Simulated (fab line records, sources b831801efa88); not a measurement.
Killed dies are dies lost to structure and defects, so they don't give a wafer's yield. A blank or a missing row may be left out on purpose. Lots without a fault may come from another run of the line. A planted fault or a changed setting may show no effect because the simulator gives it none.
A struck lot beside a sound one | flow sky130 | 15 steps out of a route of 708
Sound: wafers L733.2, L733.3, L733.4. Struck: wafers L737.2, L737.3, L737.6. The cause comes at the end.
At each step with rows: each side's tool, then ch and its chambers, then its first start. Under that, the readings that differ: sound wafers | struck wafers | difference of the means | sigmas: that difference in standard deviations of wafers without a fault.
alike: readings whose means differ by less than 2 such deviations, and words and numbers that are the same on both sides. not compared: withheld readings, readings that some wafer has no value for, bounds like >300 that may hide the same value, and numbers for which the record gives no deviation and whose values overlap.
The two part at a step that has a row with sigmas, a row that says differs or no value, or rows on one side only. Numbers that don't overlap but have no deviation are shown without sigmas and don't part them. A reading that every wafer of one side lacks parts them only if that side has two wafers or more.

first, 4 steps without rows for these wafers: SKY_SD_P_SOFTBAKE_03 (time 60 s); SKY_SD_P_EXPOSE_04 (exposes mask PSDM, target cd 380 nm); SKY_SD_P_PEB_05; SKY_SD_P_DEVELOP_06 (develop time 60 s).
SKY_SD_P_CD_MEAS_07: target cd 380 nm.
  sound on cd_sem-02, day 27 00:07; struck on cd_sem-01, day 28 12:44
  alike: cd_nm
SKY_SD_P_OVL_MEAS_08:
  sound on overlay-01, day 27 00:13; struck on overlay-01, day 28 12:51
  alike: SD_P_OVL
then, 1 step without rows for these wafers: SKY_SD_P_IMPLANT_09.
SKY_SD_P_STRIP_10: strips in O2/N2.
  sound on plasma_asher-03 ch 0,1, day 27 00:24; struck on plasma_asher-02 ch 0,1, day 28 13:02
  alike: drypump_motor_current_A, oes_product_au, strip_time_to_endpoint_s
  not compared: rf_hours_counter_h
SKY_SD_P_TW_MEAS_11:
  sound on film_metro-02, day 27 00:31; struck on film_metro-03, day 28 13:08
  alike: SD_P_TW
then, 3 steps without rows for these wafers: SKY_RES_XHIGH_DEHYDRATE_00 (time 60 s); SKY_RES_XHIGH_HMDS_01 (prime time 60 s); SKY_RES_XHIGH_COAT_02 (resist thk 1140 nm).
SKY_RES_XHIGH_SOFTBAKE_03: time 60 s.
  sound on litho_track-01 ch 0, day 27 14:23; struck on litho_track-03 ch 0, day 29 00:51
  reading                  | sound             | struck            | difference | sigmas
  heater_power_total_W (W) | 56.68 56.57 56.58 | 55.78 55.95 55.86 | -0.75      | -17
  plate_temp_C (C)         | 90.08 90.12 90.08 | 88.98 89.11 89.11 | -1.03      | -9
  alike: chill_plate_temp_C
then, 2 steps without rows for these wafers: SKY_RES_XHIGH_EXPOSE_04 (exposes mask URPM, target cd 1270 nm); SKY_PAD_OPEN_PROBE_99.

WHERE THEY PART
Only at SKY_RES_XHIGH_SOFTBAKE_03, within this record.

WHY: what the simulator had put in
Process parameter drift: litho_track-03, from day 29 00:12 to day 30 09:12, at SKY_RES_XHIGH_SOFTBAKE_03. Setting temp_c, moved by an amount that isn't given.
